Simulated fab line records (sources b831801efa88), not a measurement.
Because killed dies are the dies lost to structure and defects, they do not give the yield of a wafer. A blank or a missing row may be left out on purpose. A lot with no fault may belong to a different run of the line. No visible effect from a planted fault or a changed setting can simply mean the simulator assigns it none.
Which tool is to blame? + flow sky130 + 12 lots with 36 wafers sampled at 5 steps, on a route of 708 steps

WHAT THE GAUGES READ, wafer by wafer
No reading from a measuring or inspecting step in the record can be judged against a usual standard deviation.

WHICH TOOL RAN EACH LOT (tool, then ch and the chambers of the sampled wafers, then the start)
| lot  | SKY_LI_CONTACT_DEVELOP_11        | SKY_LI_CONTACT_STRIP_16             | SKY_LI_CONTACT_SPUTTER_19   | SKY_LOCAL_INTERCONNECT_SPUTTER_00 | SKY_PAD_OPEN_PROBE_99   |
|------|----------------------------------|-------------------------------------|-----------------------------|-----------------------------------|-------------------------|
| L976 | lithoTrack-01 ch 0, day 28 22:00 | plasmaAsher-01 ch 0,1, day 28 23:04 | pvdSputter-03, day 28 23:22 | pvdSputter-04, day 29 00:07       | prober-02, day 45 15:40 |
| L978 | lithoTrack-02 ch 0, day 29 22:00 | plasmaAsher-03 ch 0,1, day 29 23:11 | pvdSputter-02, day 29 23:30 | pvdSputter-04, day 30 00:14       | prober-01, day 46 07:02 |
| L979 | lithoTrack-01 ch 0, day 30 05:00 | plasmaAsher-03 ch 0,1, day 30 06:13 | pvdSputter-01, day 30 06:32 | pvdSputter-04, day 30 07:16       | prober-01, day 46 15:23 |
| L980 | lithoTrack-02 ch 0, day 30 07:00 | plasmaAsher-04 ch 0,1, day 30 07:50 | pvdSputter-03, day 30 08:10 | pvdSputter-02, day 30 08:54       | prober-02, day 46 16:50 |
| L981 | lithoTrack-01 ch 0, day 30 22:00 | plasmaAsher-01 ch 0,1, day 30 22:55 | pvdSputter-01, day 30 23:14 | pvdSputter-02, day 30 23:58       | prober-01, day 47 01:37 |
| L984 | lithoTrack-03 ch 0, day 31 22:00 | plasmaAsher-04 ch 0,1, day 31 22:58 | pvdSputter-01, day 31 23:15 | pvdSputter-04, day 32 00:01       | prober-02, day 47 21:19 |
| L985 | lithoTrack-02 ch 0, day 32 11:00 | plasmaAsher-01 ch 0,1, day 32 11:44 | pvdSputter-01, day 32 12:02 | pvdSputter-04, day 32 12:47       | prober-01, day 48 05:55 |
| L990 | lithoTrack-02 ch 0, day 33 23:00 | plasmaAsher-03 ch 0,1, day 34 00:11 | pvdSputter-03, day 34 00:29 | pvdSputter-04, day 34 01:14       | prober-02, day 49 10:26 |
| L991 | lithoTrack-03 ch 0, day 34 02:00 | plasmaAsher-03 ch 0,1, day 34 02:58 | pvdSputter-01, day 34 03:16 | pvdSputter-01, day 34 04:01       | prober-01, day 49 12:13 |
| L992 | lithoTrack-02 ch 0, day 34 13:00 | plasmaAsher-01 ch 0,1, day 34 13:44 | pvdSputter-02, day 34 14:02 | pvdSputter-04, day 34 14:47       | prober-02, day 49 18:15 |
| L994 | lithoTrack-02 ch 0, day 34 22:00 | plasmaAsher-04 ch 0,1, day 34 23:02 | pvdSputter-01, day 34 23:20 | pvdSputter-04, day 35 00:05       | prober-01, day 49 22:04 |
| L999 | lithoTrack-03 ch 0, day 36 16:00 | plasmaAsher-01 ch 0,1, day 36 16:31 | pvdSputter-01, day 36 16:48 | pvdSputter-02, day 36 17:33       | prober-01, day 50 22:28 |
- SKY_LI_CONTACT_DEVELOP_11: develop time 60 s.
- SKY_LI_CONTACT_STRIP_16: strips in O2/N2.
- SKY_LI_CONTACT_SPUTTER_19: material Ti, target thk 20 nm, time 106.37 s.
- SKY_LOCAL_INTERCONNECT_SPUTTER_00: material TiN, target thk 100 nm, time 83.3 s.
- SKY_PAD_OPEN_PROBE_99

WHAT THE TOOLS THEMSELVES READ (means of the sampled wafers that have a number; where no wafer has one, the mark that the record gives instead)
SKY_LI_CONTACT_DEVELOP_11.
| lot  | tool          | developerTempC (C) |
|------|---------------|--------------------|
| L976 | lithoTrack-01 | 21.01              |
| L978 | lithoTrack-02 | 21.09              |
| L979 | lithoTrack-01 | 21.01              |
| L980 | lithoTrack-02 | 21.07              |
| L981 | lithoTrack-01 | 21.08              |
| L984 | lithoTrack-03 | 20.98              |
| L985 | lithoTrack-02 | 20.93              |
| L990 | lithoTrack-02 | 23.18              |
| L991 | lithoTrack-03 | 20.92              |
| L992 | lithoTrack-02 | 23.06              |
| L994 | lithoTrack-02 | 23.08              |
| L999 | lithoTrack-03 | 21.00              |

SKY_LI_CONTACT_STRIP_16.
| lot  | tool           | drypumpMotorCurrentA (A) | oesProductAu (a.u.) | stripTimeToEndpointS (s) |
|------|----------------|--------------------------|---------------------|--------------------------|
| L976 | plasmaAsher-01 | 6.0                      | 0.376               | 3.52                     |
| L978 | plasmaAsher-03 | 5.9                      | 0.375               | 3.45                     |
| L979 | plasmaAsher-03 | 5.9                      | 0.372               | 3.51                     |
| L980 | plasmaAsher-04 | 5.5                      | 0.380               | 3.51                     |
| L981 | plasmaAsher-01 | 6.0                      | 0.379               | 3.48                     |
| L984 | plasmaAsher-04 | 5.5                      | 0.375               | 3.51                     |
| L985 | plasmaAsher-01 | 6.0                      | 0.375               | 3.53                     |
| L990 | plasmaAsher-03 | 5.9                      | 0.375               | 3.47                     |
| L991 | plasmaAsher-03 | 6.2                      | 0.376               | 3.51                     |
| L992 | plasmaAsher-01 | 6.0                      | 0.375               | 3.47                     |
| L994 | plasmaAsher-04 | 5.6                      | 0.377               | 3.47                     |
| L999 | plasmaAsher-01 | 5.6                      | 0.378               | 3.48                     |

SKY_LI_CONTACT_SPUTTER_19.
| lot  | tool          | substrateTempC (C) | throttleValvePct (%) |
|------|---------------|--------------------|----------------------|
| L976 | pvdSputter-03 | 199.94             | 29.3                 |
| L978 | pvdSputter-02 | 199.81             | 30.9                 |
| L979 | pvdSputter-01 | 200.14             | 30.1                 |
| L980 | pvdSputter-03 | 200.09             | 30.0                 |
| L981 | pvdSputter-01 | 200.10             | 29.9                 |
| L984 | pvdSputter-01 | 200.15             | 29.8                 |
| L985 | pvdSputter-01 | 200.03             | 30.3                 |
| L990 | pvdSputter-03 | 200.05             | 29.8                 |
| L991 | pvdSputter-01 | 199.84             | 29.6                 |
| L992 | pvdSputter-02 | 200.06             | 30.7                 |
| L994 | pvdSputter-01 | 199.92             | 30.3                 |
| L999 | pvdSputter-01 | 199.91             | 30.8                 |

SKY_LOCAL_INTERCONNECT_SPUTTER_00.
| lot  | tool          | substrateTempC (C) | susceptorTempC (C) | throttleValvePct (%) |
|------|---------------|--------------------|--------------------|----------------------|
| L976 | pvdSputter-04 | 300.07             | 299.79             | 30.5                 |
| L978 | pvdSputter-04 | 299.97             | 300.01             | 30.0                 |
| L979 | pvdSputter-04 | 299.93             | 300.24             | 30.4                 |
| L980 | pvdSputter-02 | 300.07             | 300.01             | 30.7                 |
| L981 | pvdSputter-02 | 300.00             | 300.23             | 31.2                 |
| L984 | pvdSputter-04 | 299.76             | 300.05             | 30.6                 |
| L985 | pvdSputter-04 | 300.05             | 300.06             | 30.7                 |
| L990 | pvdSputter-04 | 299.88             | 299.93             | 30.6                 |
| L991 | pvdSputter-01 | 300.23             | 300.09             | 30.2                 |
| L992 | pvdSputter-04 | 299.97             | 299.96             | 30.1                 |
| L994 | pvdSputter-04 | 299.73             | 300.04             | 30.9                 |
| L999 | pvdSputter-02 | 299.98             | 300.13             | 30.7                 |

SKY_PAD_OPEN_PROBE_99.
| lot  | tool      | killed_at_M0_to_M3 | killed_at_M4_up | killedAtContacts | killedAtFrontEnd | killedAtOther | killedDies | killedOnRim | killedOpen | killedShort |
|------|-----------|--------------------|-----------------|------------------|------------------|---------------|------------|-------------|------------|-------------|
| L976 | prober-02 | 45                 | 3.3             | 27               | 13               | 0.3           | 89         | 19          | 47         | 41          |
| L978 | prober-01 | 40                 | 3.3             | 30               | 11               | 0.7           | 85         | 19          | 43         | 42          |
| L979 | prober-01 | 44                 | 4.0             | 19               | 18               | 0.0           | 86         | 17          | 48         | 37          |
| L980 | prober-02 | 41                 | 2.7             | 27               | 14               | 0.7           | 86         | 18          | 46         | 39          |
| L981 | prober-01 | 37                 | 3.0             | 21               | 14               | 0.7           | 76         | 16          | 44         | 32          |
| L984 | prober-02 | 41                 | 3.3             | 20               | 17               | 0.7           | 82         | 14          | 45         | 38          |
| L985 | prober-01 | 52                 | 3.0             | 23               | 17               | 0.0           | 95         | 18          | 49         | 45          |
| L990 | prober-02 | 41                 | 7.7             | 24               | 15               | 0.0           | 88         | 20          | 46         | 41          |
| L991 | prober-01 | 39                 | 3.0             | 21               | 22               | 0.3           | 86         | 14          | 47         | 38          |
| L992 | prober-02 | 45                 | 3.3             | 21               | 15               | 1.0           | 86         | 15          | 46         | 39          |
| L994 | prober-01 | 40                 | 2.7             | 21               | 21               | 0.3           | 85         | 16          | 46         | 38          |
| L999 | prober-01 | 37                 | 3.3             | 28               | 13               | 0.0           | 81         | 17          | 44         | 37          |

THE ANSWER, worked out from the rows above alone
Rule: what is usual is taken from the lots themselves. Put in order of their means at a reading, lots are off if they are a third of the lots or fewer, leave a main group of 4 or more, and stand apart from it by a gap of 3 or more times the standard deviation of the main group's means; of several such gaps the widest counts. A main group whose means are all the same, to the digits that the tables above print for the reading, isn't used. A lot without any number at a reading at which 4 lots or more have one is off too. The other lots that the step has rows for count as sound. After the gauges, taken in route order, come the tools' own readings; for these a lot's mean is taken, as printed above. At the first step where some lot is off, the reading lying furthest off is the one used; lots without a number count as furthest.
Off, at SKY_LI_CONTACT_DEVELOP_11 on developerTempC: L990, L992, L994. Mean 21.01 C and standard deviation 0.058 in the main group.
If a tool, at that step or one of the process steps before it, ran each lot that is off and ran no sound lot following the first of them, it fits. One fits: lithoTrack-02 at SKY_LI_CONTACT_DEVELOP_11. A fault onset in the window from L985 (day 32 11:00, its last sound lot) to L990 (day 33 23:00, its first lot off) fits.
The tool's own readings at SKY_LI_CONTACT_DEVELOP_11 bear it out: on the lots that are off they differ by more than 5 times the standard deviation of the sound lots' means. developerTempC reads 23.11 C there against 21.01 C on the sound lots.

WHAT WAS PUT IN BY THE SIMULATOR
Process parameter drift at SKY_LI_CONTACT_DEVELOP_11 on lithoTrack-02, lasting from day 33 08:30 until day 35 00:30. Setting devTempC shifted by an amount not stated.
Struck lots among those shown: L990, L992, L994. The rule above reached the same finding.
